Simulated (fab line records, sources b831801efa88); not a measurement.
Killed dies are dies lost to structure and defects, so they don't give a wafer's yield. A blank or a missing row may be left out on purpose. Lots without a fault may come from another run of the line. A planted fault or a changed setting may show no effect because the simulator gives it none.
Which tool did it? | flow sky130 | 12 lots, 36 wafers sampled, at 5 steps of a route of 708

WHAT THE GAUGES READ, wafer by wafer
SKY_PASSIVATION_THK_MEAS_03.
lot  | measured     | on            | PASSIVATION_CVD_02_THK (nm)
L075 | day 44 21:53 | film_metro-03 | 530 536 541
L076 | day 45 07:41 | film_metro-02 | 543 539 536
L079 | day 45 14:37 | film_metro-01 | 532 545 550
L081 | day 46 11:31 | film_metro-03 | 537 547 554
L083 | day 46 14:46 | film_metro-02 | 542 537 543
L085 | day 47 00:01 | film_metro-01 | 530 535 535
L088 | day 47 18:30 | film_metro-02 | 530 536 547
L089 | day 47 21:26 | film_metro-03 | 549 545 556
L092 | day 48 13:01 | film_metro-01 | 548 548 554
L093 | day 48 20:32 | film_metro-01 | 533 534 550
L095 | day 49 15:05 | film_metro-01 | 538 551 549
L097 | day 49 16:37 | film_metro-02 | 532 539 547

WHICH TOOL RAN EACH LOT (tool, then ch and the chambers of the sampled wafers, then the start)
lot  | SKY_METAL3_METAL_ETCH_18          | SKY_METAL4_SPUTTER_01        | SKY_METAL4_SPUTTER_03        | SKY_METAL5_SPUTTER_01
L075 | rie_metal-02 ch 0,1, day 39 16:34 | pvd_sputter-02, day 40 19:40 | pvd_sputter-02, day 40 19:44 | pvd_sputter-03, day 43 22:04
L076 | rie_metal-01 ch 0,1, day 40 05:27 | pvd_sputter-04, day 41 08:34 | pvd_sputter-04, day 41 08:38 | pvd_sputter-02, day 44 09:07
L079 | rie_metal-01 ch 0,1, day 40 10:06 | pvd_sputter-04, day 41 13:13 | pvd_sputter-04, day 41 13:17 | pvd_sputter-01, day 44 15:19
L081 | rie_metal-01 ch 0,1, day 40 23:01 | pvd_sputter-01, day 42 13:31 | pvd_sputter-01, day 42 13:35 | pvd_sputter-03, day 45 12:52
L083 | rie_metal-04 ch 1, day 41 15:06   | pvd_sputter-01, day 42 17:56 | pvd_sputter-01, day 42 18:00 | pvd_sputter-02, day 45 17:02
L085 | rie_metal-04 ch 1, day 42 00:28   | pvd_sputter-04, day 43 02:59 | pvd_sputter-04, day 43 03:04 | pvd_sputter-02, day 46 01:11
L088 | rie_metal-04 ch 0,1, day 42 19:55 | pvd_sputter-04, day 43 22:25 | pvd_sputter-04, day 43 22:29 | pvd_sputter-03, day 46 20:26
L089 | rie_metal-04 ch 0,1, day 43 03:46 | pvd_sputter-01, day 44 05:16 | pvd_sputter-01, day 44 05:20 | pvd_sputter-01, day 47 00:13
L092 | rie_metal-04 ch 0,1, day 43 19:19 | pvd_sputter-04, day 44 21:23 | pvd_sputter-04, day 44 21:27 | pvd_sputter-03, day 47 15:38
L093 | rie_metal-01 ch 0, day 44 04:43   | pvd_sputter-04, day 45 05:19 | pvd_sputter-04, day 45 05:23 | pvd_sputter-02, day 48 00:19
L095 | rie_metal-04 ch 1, day 44 22:04   | pvd_sputter-01, day 45 22:35 | pvd_sputter-01, day 46 03:50 | pvd_sputter-01, day 48 20:35
L097 | rie_metal-01 ch 0,1, day 45 03:19 | pvd_sputter-04, day 46 03:58 | pvd_sputter-04, day 46 04:01 | pvd_sputter-03, day 48 21:47
- SKY_METAL3_METAL_ETCH_18: etches the open film in Cl2/BCl3, stops on SiO2, target depth 845 nm, time 183.1 s.
- SKY_METAL4_SPUTTER_01: material TiN, target thk 20 nm, time 16.7 s.
- SKY_METAL4_SPUTTER_03: material Ti, target thk 5 nm, time 3.3 s.
- SKY_METAL5_SPUTTER_01: material TiN, target thk 20 nm, time 16.7 s.

THE ANSWER, worked out from the rows above alone
Rule: what is usual is taken from the lots themselves. Put in order of their means at a reading, lots are off if they are a third of the lots or fewer, leave a main group of 4 or more, and stand apart from it by a gap of 3 or more times the standard deviation of the main group's means; of several such gaps the widest counts. A main group whose means are all the same, to the digits that the tables above print for the reading, isn't used. A lot without any number at a reading at which 4 lots or more have one is off too. The other lots that the step has rows for count as sound.
No lot is off at any reading shown: from this, nothing can be told.

WHAT THE SIMULATOR HAD PUT IN
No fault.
